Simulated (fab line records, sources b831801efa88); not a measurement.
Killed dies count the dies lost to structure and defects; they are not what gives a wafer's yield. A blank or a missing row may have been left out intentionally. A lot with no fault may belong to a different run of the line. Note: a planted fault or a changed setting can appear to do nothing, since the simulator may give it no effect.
2 desks, one fault | flow gf180mcu | numbers are kept per desk, each desk with only its own; the story behind them comes last

== FROM THE METROLOGY DESK ==
Lot by lot, what the gauges showed, no matter which tool ran the lot: averages of those sampled wafers that carry a number. A lot is out of limits, marked OUT, if its mean lies more than 4 standard deviations from the usual mean; the brackets give that distance.
Columns: A = cd nm at GF_POLY_GATE_CD_MEAS_10, usual 280.6 nm; B = HV_LDD_3_TW at GF_HV_LDD_TW_MEAS_38, usual 1435; C = HV_LDD_4_TW at GF_HV_LDD_TW_MEAS_50, usual 569
lot  | first seen here | A     | B    | C
L833 | day 9 01:46     | 282.4 | 1424 | 566
L834 | day 9 15:23     | 280.8 | 1431 | 565
L835 | day 9 16:24     | 281.6 | 1430 | 567
L836 | day 9 21:55     | 282.4 | 1423 | 566
L839 | day 11 07:35    | 279.3 | 1431 | 565
L842 | day 12 01:15    | 280.5 | 1434 | 570
L845 | day 12 18:02    | 279.3 | 1459 | 569
L846 | day 13 03:42    | 280.6 | 1456 | 567
L849 | day 13 18:11    | 280.4 | 1440 | 573
L850 | day 14 08:09    | 278.9 | 1444 | 568
L851 | day 14 11:52    | 280.5 | 1445 | 568
L852 | day 14 19:45    | 282.4 | 1451 | 574
L856 | day 16 02:21    | 281.3 | 1444 | 572
This desk's finding: nothing out of limits on any of the 13 lots.

== FOR THE TOOL OWNER'S DESK: implanter-03 ==
For each lot that ran on this tool, the mean over its sampled wafers that have a number, from the tool's own readings at GF_HV_LDD_IMPLANT_34. A lot is out of limits, marked OUT, if its mean lies more than 4 standard deviations from the usual mean; the brackets give that distance.
Columns: A = beam energy keV at GF_HV_LDD_IMPLANT_34, usual 60.003; B = dose ions cm2 at GF_HV_LDD_IMPLANT_34, usual 7.5e+12
lot  | first seen here | A                        | B
L833 | day 11 12:19    | 59.982                   | 7.5e+12
L834 | day 12 05:11    | 60.005                   | 7.5e+12
L845 | day 15 09:52    | 75.250 (+99 or more) OUT | 7.5e+12
L846 | day 15 21:02    | 75.249 (+99 or more) OUT | 7.5e+12
Finding of this desk: L845, L846 out of limits; the first was L845 at day 15 09:52, on beam energy keV at GF_HV_LDD_IMPLANT_34. Within limits: L833, L834.

== PUT TOGETHER ==
An alarm could have come from the tool owner's desk at day 15 09:52, on L845, L846.
Metrology desk: nothing out of limits seen.
The metrology desk has L845, L846 on record, within its limits.
GF_HV_LDD_IMPLANT_34 was run on implanter-03 by each of the lots named.

== WHAT HAD BEEN PUT IN BY THE SIMULATOR ==
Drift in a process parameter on implanter-03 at GF_HV_LDD_IMPLANT_34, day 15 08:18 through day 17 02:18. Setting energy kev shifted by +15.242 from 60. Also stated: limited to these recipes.
Shown lots that were struck: L845, L846.
Hours from the fault's start to each desk's first reading out of limits: the tool owner's desk, 2.
